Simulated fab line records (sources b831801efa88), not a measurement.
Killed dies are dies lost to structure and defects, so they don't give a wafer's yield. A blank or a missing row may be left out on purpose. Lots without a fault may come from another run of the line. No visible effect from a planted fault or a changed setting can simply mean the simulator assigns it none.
fab line records ; flow gf180mcu
record: lots: 15; wafers: 45; last_day: 34
route steps=602 shown V1@360 V2@384 M3@422
lots untouched by any fault: they come from a run of this same line in which no faults occurred
start_h: start of the lot's first displayed wafer, in hours after the record's first day ; wait_h: time in hours since the lot's previous step ; " the same as in the row above ; L1.1+2: a row that stands for several wafers ; - either no value or no given start ; * or withheld: withheld ; < > ~ a bound
route shown NAME@n: names a module that has steps shown in the file, with the first one's number in the route ; usual: the fault-free wafers' mean and standard deviation ; same: alike in all rows ; chamber/n: place in a boat ; sites: each site's reading ; _std_site: how widely they spread, as a standard deviation ; _edge_site: inner sites' mean taken away from outer sites' mean ; radius_mm: for every site, how far away it sits from the centre of the wafer ; mask NAME#n: copy n ; behind: the tool/chamber that last shaped the wafer ; hold: reason for holding the lot/hours on hold/outcome of the hold ; device: the n, p or np transistor that did not switch ; end of line: tests of these same wafers at the route's end ; where a step has no rows: the recipe by itself ; killed: at the first sort, the dies lost to defects and structure; wafer yield is something else ; map: per-die view of a wafer (x killed, . not killed, _ where there is no die)
set.NAME: the setting as run; set.NAME@STEP: as run at that earlier step ; model.NAME: the simulator's own value behind a step, which no gauge read
route steps across a sampled set of lots; one table per step, one row per wafer
services: when a tool's chamber went out of use (start_h, in hours from the record's first day, below 0 if earlier), for how many hours, and the reason
== steps ==
step: GF_V1_THK_MEAS_25
recipe: thk_meas_gauge: xrf; reads: W_of_V1_CVD_23
usual: V1_W_THK: 353/7
lot.wafer;tool;chamber;start_h;wait_h;V1_W_THK[nm]
L800.1;film_metro-04;-;408.06;0.1;344
L800.3;film_metro-04;-;408.06;0.1;354
L800.4;film_metro-04;-;408.06;0.1;344
L801.1;film_metro-04;-;422.93;0.1;355
L801.3;film_metro-04;-;422.93;0.1;350
L801.4;film_metro-04;-;422.93;0.1;356
L802.1;film_metro-03;-;431.36;0.1;362
L802.3;film_metro-03;-;431.36;0.1;359
L802.6;film_metro-03;-;431.36;0.1;361
L803.3;film_metro-04;-;440.43;0.1;353
L803.4;film_metro-04;-;440.43;0.1;345
L803.5;film_metro-04;-;440.43;0.1;347
L805.2;film_metro-03;-;463.18;0.1;353
L805.5;film_metro-03;-;463.18;0.1;343
L805.6;film_metro-03;-;463.18;0.1;355
L807.4;film_metro-04;-;482.10;0.1;365
L807.5;film_metro-04;-;482.10;0.1;362
L807.6;film_metro-04;-;482.10;0.1;353
L809.1;film_metro-04;-;502.48;0.1;346
L809.3;film_metro-04;-;502.48;0.1;344
L809.6;film_metro-04;-;502.48;0.1;344
L812.1;film_metro-04;-;519.57;0.1;345
L812.2;film_metro-04;-;519.57;0.1;356
L812.6;film_metro-04;-;519.57;0.1;348
L813.3;film_metro-03;-;530.35;0.1;356
L813.4;film_metro-03;-;530.35;0.1;350
L813.5;film_metro-03;-;530.35;0.1;358
L816.1;film_metro-02;-;556.18;0.1;355
L816.2;film_metro-02;-;556.18;0.1;365
L816.3;film_metro-02;-;556.18;0.1;355
L817.2;film_metro-04;-;562.04;0.1;352
L817.5;film_metro-04;-;562.04;0.1;347
L817.6;film_metro-04;-;562.04;0.1;336
L818.1;film_metro-04;-;573.45;0.1;339
L818.2;film_metro-04;-;573.45;0.1;349
L818.5;film_metro-04;-;573.45;0.1;341
L820.4;film_metro-03;-;585.28;0.1;360
L820.5;film_metro-03;-;585.28;0.1;352
L820.6;film_metro-03;-;585.28;0.1;359
L819.4;film_metro-02;-;586.29;0.1;362
L819.5;film_metro-02;-;586.29;0.1;354
L819.6;film_metro-02;-;586.29;0.1;362
L821.1;film_metro-04;-;597.91;0.1;351
L821.4;film_metro-04;-;597.91;0.1;345
L821.5;film_metro-04;-;597.91;0.1;340
step: GF_V2_CVD_02
recipe: material: SiO2; target_thk_nm: 850; precursor: TEOS; temp_c: 400; time_s: 94.851; rf_w: 600
usual: heater_power_w: 679/100
lot.wafer;tool;chamber;start_h;wait_h;heater_power_w
L800.1;pecvd-02;1;434.09;0.1;695
L800.3;pecvd-02;2;434.09;0.1;413
L800.4;pecvd-02;1;434.09;0.1;719
L801.1;pecvd-04;2;448.96;0.1;759
L801.3;pecvd-04;1;448.96;0.1;682
L801.4;pecvd-04;1;448.96;0.1;745
L802.1;pecvd-03;1;457.05;0.1;637
L802.3;pecvd-03;2;457.05;0.1;839
L802.6;pecvd-03;2;457.05;0.1;868
L803.3;pecvd-03;2;466.00;0.0;826
L803.4;pecvd-03;1;466.00;0.0;662
L803.5;pecvd-03;2;466.00;0.0;855
L805.2;pecvd-02;1;488.15;0.0;750
L805.5;pecvd-02;1;488.15;0.0;761
L805.6;pecvd-02;2;488.15;0.0;518
L807.4;pecvd-03;1;506.66;0.1;570
L807.5;pecvd-03;0;506.66;0.1;787
L807.6;pecvd-03;2;506.66;0.1;777
L809.1;pecvd-04;2;527.65;0.1;670
L809.3;pecvd-04;1;527.65;0.1;651
L809.6;pecvd-04;2;527.65;0.1;727
L812.1;pecvd-03;0;544.13;0.1;754
L812.2;pecvd-03;1;544.13;0.1;727
L812.6;pecvd-03;1;544.13;0.1;583
L813.3;pecvd-04;1;554.50;0.0;701
L813.4;pecvd-04;2;554.50;0.0;657
L813.5;pecvd-04;1;554.50;0.0;566
L816.1;pecvd-03;1;579.71;0.1;635
L816.2;pecvd-03;2;579.71;0.1;830
L816.3;pecvd-03;0;579.71;0.1;701
L817.2;pecvd-04;0;585.20;0.0;659
L817.5;pecvd-04;2;585.20;0.0;809
L817.6;pecvd-04;0;585.20;0.0;547
L818.1;pecvd-02;1;596.05;0.1;714
L818.2;pecvd-02;2;596.05;0.1;496
L818.5;pecvd-02;1;596.05;0.1;736
L820.4;pecvd-02;2;607.20;0.1;398
L820.5;pecvd-02;1;607.20;0.1;743
L820.6;pecvd-02;0;607.20;0.1;459
L819.4;pecvd-03;0;608.66;0.1;636
L819.5;pecvd-03;2;608.66;0.1;772
L819.6;pecvd-03;1;608.66;0.1;691
L821.1;pecvd-03;0;619.69;0.1;726
L821.4;pecvd-03;0;619.69;0.1;767
L821.5;pecvd-03;1;619.69;0.1;738
step: GF_V2_STRIP_18
recipe: chemistry: O2/N2; power_w: 1400; pressure_mtorr: 1500; platen_temp_c: 250; o2_flow_sccm: 3000; n2_flow_sccm: 300; overash_fraction: 0.5
usual: drypump_motor_current_A: 5.34/0.28; heater_power_w: 326/27; oes_product_au: 0.592/0.0052
lot.wafer;tool;chamber;start_h;wait_h;drypump_motor_current_A;heater_power_w;oes_product_au;rf_hours_counter_h
L800.1;plasma_asher-03;0;459.14;-;5.13;347;0.601;81
L800.3;plasma_asher-03;1;459.14;-;5.70;336;0.599;-
L800.4;plasma_asher-03;0;459.14;-;5.11;348;0.589;-
L801.1;plasma_asher-04;1;473.99;-;5.41;287;0.599;73
L801.3;plasma_asher-04;0;473.99;-;5.50;323;0.594;-
L801.4;plasma_asher-04;1;473.99;-;5.38;288;0.584;-
L802.1;plasma_asher-02;0;482.04;-;5.43;287;0.593;40
L802.3;plasma_asher-02;0;482.04;-;5.43;284;0.587;-
L802.6;plasma_asher-02;0;482.04;-;5.46;292;0.589;-
L803.3;plasma_asher-03;1;491.42;-;5.69;331;0.591;-
L803.4;plasma_asher-03;0;491.42;-;5.12;345;0.590;-
L803.5;plasma_asher-03;0;491.42;-;5.12;349;0.584;-
L805.2;plasma_asher-04;1;512.39;-;5.40;294;0.592;78
L805.5;plasma_asher-04;1;512.39;-;5.41;295;0.592;-
L805.6;plasma_asher-04;0;512.39;-;5.48;322;0.597;-
L807.4;plasma_asher-04;0;530.08;-;5.48;316;0.587;-
L807.5;plasma_asher-04;1;530.08;-;5.39;290;0.600;-
L807.6;plasma_asher-04;0;530.08;-;5.49;318;0.589;-
L809.1;plasma_asher-02;1;551.05;-;4.91;356;0.589;47
L809.3;plasma_asher-02;0;551.05;-;5.45;284;0.586;-
L809.6;plasma_asher-02;1;551.05;-;4.93;353;0.590;-
L812.1;plasma_asher-03;0;567.09;-;5.12;342;0.599;90
L812.2;plasma_asher-03;1;567.09;-;5.74;328;0.606;90
L812.6;plasma_asher-03;0;567.09;-;5.09;353;0.591;-
L813.3;plasma_asher-04;1;578.02;-;5.41;297;0.593;-
L813.4;plasma_asher-04;0;578.02;-;5.51;321;0.590;-
L813.5;plasma_asher-04;1;578.02;-;5.42;286;0.593;-
L816.1;plasma_asher-04;1;601.70;-;5.40;289;0.589;86
L816.2;plasma_asher-04;0;601.70;-;5.51;326;0.594;86
L816.3;plasma_asher-04;0;601.70;-;5.51;323;0.601;-
L817.2;plasma_asher-03;0;607.35;-;5.12;349;0.593;94
L817.5;plasma_asher-03;0;607.35;-;5.11;346;0.604;-
L817.6;plasma_asher-03;1;607.35;-;5.72;337;0.602;-
L818.1;plasma_asher-02;1;617.19;-;4.96;369;0.596;55
L818.2;plasma_asher-02;0;617.19;-;5.46;289;0.590;55
L818.5;plasma_asher-02;0;617.19;-;5.44;293;0.586;-
L820.4;plasma_asher-02;0;628.43;-;5.46;290;0.597;-
L820.5;plasma_asher-02;0;628.43;-;5.46;288;0.593;-
L820.6;plasma_asher-02;1;628.43;-;4.91;354;0.595;-
L819.4;plasma_asher-02;0;630.12;-;5.43;290;0.598;-
L819.5;plasma_asher-02;0;630.12;-;5.47;290;0.591;-
L819.6;plasma_asher-02;1;630.12;-;4.93;357;0.590;-
L821.1;plasma_asher-02;1;640.45;-;4.93;355;0.590;57
L821.4;plasma_asher-02;1;640.45;-;4.92;357;0.597;-
L821.5;plasma_asher-02;0;640.45;-;5.48;285;0.590;-
step: GF_M3_DEVELOP_13
recipe: develop_time_s: 60; dev_temp_c: 21
usual: chill_plate_temp_C: 23.02/0.11; develop_time_s: 60/0
lot.wafer;tool;chamber;start_h;wait_h;chill_plate_temp_C;develop_time_s
L800.1;litho_track-04;0;484.16;0.2;22.93;60
L800.3;litho_track-04;0;484.16;0.2;22.90;60
L800.4;litho_track-04;0;484.16;0.2;22.89;60
L801.1;litho_track-01;0;498.45;0.2;23.07;60
L801.3;litho_track-01;0;498.45;0.2;22.94;60
L801.4;litho_track-01;0;498.45;0.2;23.15;60
L802.1;litho_track-01;0;507.65;0.2;23.11;60
L802.3;litho_track-01;0;507.65;0.2;23.25;60
L802.6;litho_track-01;0;507.65;0.2;22.84;60
L803.3;litho_track-02;0;515.87;0.1;23.00;60
L803.4;litho_track-02;0;515.87;0.1;23.00;60
L803.5;litho_track-02;0;515.87;0.1;23.01;60
L805.2;litho_track-01;0;537.23;0.2;22.94;60
L805.5;litho_track-01;0;537.23;0.2;22.88;60
L805.6;litho_track-01;0;537.23;0.2;22.97;60
L807.4;litho_track-02;0;554.60;0.1;23.05;60
L807.5;litho_track-02;0;554.60;0.1;23.08;60
L807.6;litho_track-02;0;554.60;0.1;23.00;60
L809.1;litho_track-02;0;574.42;0.2;23.23;60
L809.3;litho_track-02;0;574.42;0.2;23.06;60
L809.6;litho_track-02;0;574.42;0.2;23.25;60
L812.1;litho_track-04;0;590.06;0.2;22.97;60
L812.2;litho_track-04;0;590.06;0.2;23.14;60
L812.6;litho_track-04;0;590.06;0.2;23.21;60
L813.3;litho_track-04;0;600.86;0.1;22.99;60
L813.4;litho_track-04;0;600.86;0.1;23.09;60
L813.5;litho_track-04;0;600.86;0.1;22.88;60
L816.1;litho_track-01;0;624.05;0.2;22.91;60
L816.2;litho_track-01;0;624.05;0.2;22.91;60
L816.3;litho_track-01;0;624.05;0.2;22.95;60
L817.2;litho_track-01;0;628.73;0.2;23.13;60
L817.5;litho_track-01;0;628.73;0.2;23.03;60
L817.6;litho_track-01;0;628.73;0.2;23.08;60
L818.1;litho_track-04;-;638.71;0.2;-;-
L818.2;litho_track-04;-;638.71;0.2;-;-
L818.5;litho_track-04;-;638.71;0.2;-;-
L820.4;litho_track-02;-;649.50;0.1;-;-
L820.5;litho_track-02;-;649.50;0.1;-;-
L820.6;litho_track-02;-;649.50;0.1;-;-
L819.4;litho_track-01;-;651.63;0.1;-;-
L819.5;litho_track-01;-;651.63;0.1;-;-
L819.6;litho_track-01;-;651.63;0.1;-;-
L821.1;litho_track-01;0;661.60;0.2;22.98;60
L821.4;litho_track-01;0;661.60;0.2;23.10;60
L821.5;litho_track-01;0;661.60;0.2;23.10;60
== services ==
tool;chamber;start_h;hours;kind
pecvd-04;-;423.45;1.1;repair
plasma_asher-03;-;463.07;28.1;pm
plasma_asher-02;-;508.51;3.3;repair
pecvd-04;2;521.88;2.1;repair
plasma_asher-04;-;551.81;9.4;repair
pecvd-03;-;558.33;2.8;pm
plasma_asher-04;-;575.97;0.5;repair
pecvd-04;-;578.54;6.0;pm
pecvd-04;-;591.12;14.0;pm
pecvd-04;0;591.12;14.0;vent_cycle
pecvd-04;1;591.12;14.0;vent_cycle
pecvd-04;2;591.12;14.0;vent_cycle
pecvd-04;0;605.12;-;clean
pecvd-04;1;605.12;-;clean
pecvd-04;2;605.12;-;clean
plasma_asher-03;-;616.22;12.9;repair
pecvd-02;-;617.19;5.5;pm
pecvd-02;-;625.42;1.6;repair
pecvd-02;2;633.31;3.6;repair
plasma_asher-04;-;634.61;9.1;repair
plasma_asher-04;-;644.44;0.5;repair
== key ==
first_sign: step: GF_M3_DEVELOP_13; reading: tool_record; direction: missing
effect none on later readings
met_at GF_M3_DEVELOP_13
struck_lots L818,L819,L820
later_rows_left_out L818.1,L818.2,L818.5,L819.4,L819.5,L819.6,L820.4,L820.5,L820.6
sort_left_out L818.1,L818.2,L818.5,L819.4,L819.5,L819.6,L820.4,L820.5,L820.6
not_acting_at GF_V1_THK_MEAS_25,GF_V2_CVD_02,GF_V2_STRIP_18
onset_between 628.73 638.71
fault: kind: skipped_step_whole; tool: litho_track-01,litho_track-02,litho_track-04; chamber: -; onset_h: 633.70; steps: GF_M3_DEVELOP_13; scope: struck_lots_only
sort_left_out: the simulated sort isn't trusted on such a fault, so these wafers' sort isn't shown, and their yield isn't known
later_rows_left_out: the simulator's readings of these wafers behind a module that went badly wrong aren't trusted and aren't shown, but for the sort
